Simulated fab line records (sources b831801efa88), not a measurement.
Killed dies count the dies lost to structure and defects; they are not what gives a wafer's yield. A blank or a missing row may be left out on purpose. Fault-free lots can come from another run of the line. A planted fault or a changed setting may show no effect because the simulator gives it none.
Chamber matching	flow gf180mcu	cmp-01 running GF_V2_CMP_04: 4 sister chambers
The step polishes SiO2. 14 wafers are shown with their chamber, then 7 later ones without.

== WAFERS WITH THEIR CHAMBER ==
wafer	chamber	motor_current_A (A)	slurry_filter_dp_kPa (kPa)	time_to_endpoint_s (s)
L878.2	2	12.6	13.57	71
L878.3	1	11.7	13.39	74
L878.4	0	14.3	13.26	77
L879.1	0	14.1	13.54	79
L879.2	2	12.7	13.51	79
L879.4	3	10.7	13.42	88
L883.2	3	11.3	13.55	75
L883.3	0	14.1	13.54	83
L883.4	2	12.5	13.46	73
L886.3	2	12.9	13.64	77
L886.5	2	12.7	13.50	78
L886.6	1	11.7	13.27	78
L889.4	0	13.8	13.49	75
L889.5	3	11.6	13.61	70

SIGNATURES, as means of the wafers listed above
reading	chamber 0	chamber 1	chamber 2	chamber 3	scatter within a chamber
motor_current_A	14.075	11.700	12.680	11.200	0.252
slurry_filter_dp_kPa	13.4575	13.3300	13.5360	13.5267	0.0997
time_to_endpoint_s	78.50	76.00	75.60	77.67	5.13
Rule: for each reading, subtract the chamber's mean from the wafer's reading, divide by that reading's scatter and square the result; add these up over the readings and take the root, which gives the wafer's distance from the chamber. The wafer belongs to the nearest chamber; if the next one is less than 2 further off, it can't be placed. How the scatter is found: for the shown wafers, subtract from each reading the mean of its chamber, square and add these, divide the total by (wafers less chambers), then take the root.

== WAFERS WITH NO CHAMBER GIVEN ==
wafer	motor_current_A (A)	slurry_filter_dp_kPa (kPa)	time_to_endpoint_s (s)
L889.6	14.1	13.67	73
L891.3	13.6	13.52	85
L891.4	10.8	13.45	83
L891.5	10.9	13.45	81
L899.1	11.0	13.48	80
L899.2	14.1	13.51	77
L899.3	12.3	13.41	79

== THE CHAMBER EACH PASSED THROUGH ==
wafer	from the rows above	in truth
L889.6	0	0
L891.3	can't be placed: 0 or 2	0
L891.4	can't be placed: 3 or 1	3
L891.5	can't be placed: 3 or 1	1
L899.1	3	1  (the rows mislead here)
L899.2	0	0
L899.3	can't be placed: 2 or 1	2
2 of 7 placed correctly. Not placeable from these rows: 4 (in 4, the candidates include the true chamber). Placed wrongly: 1.
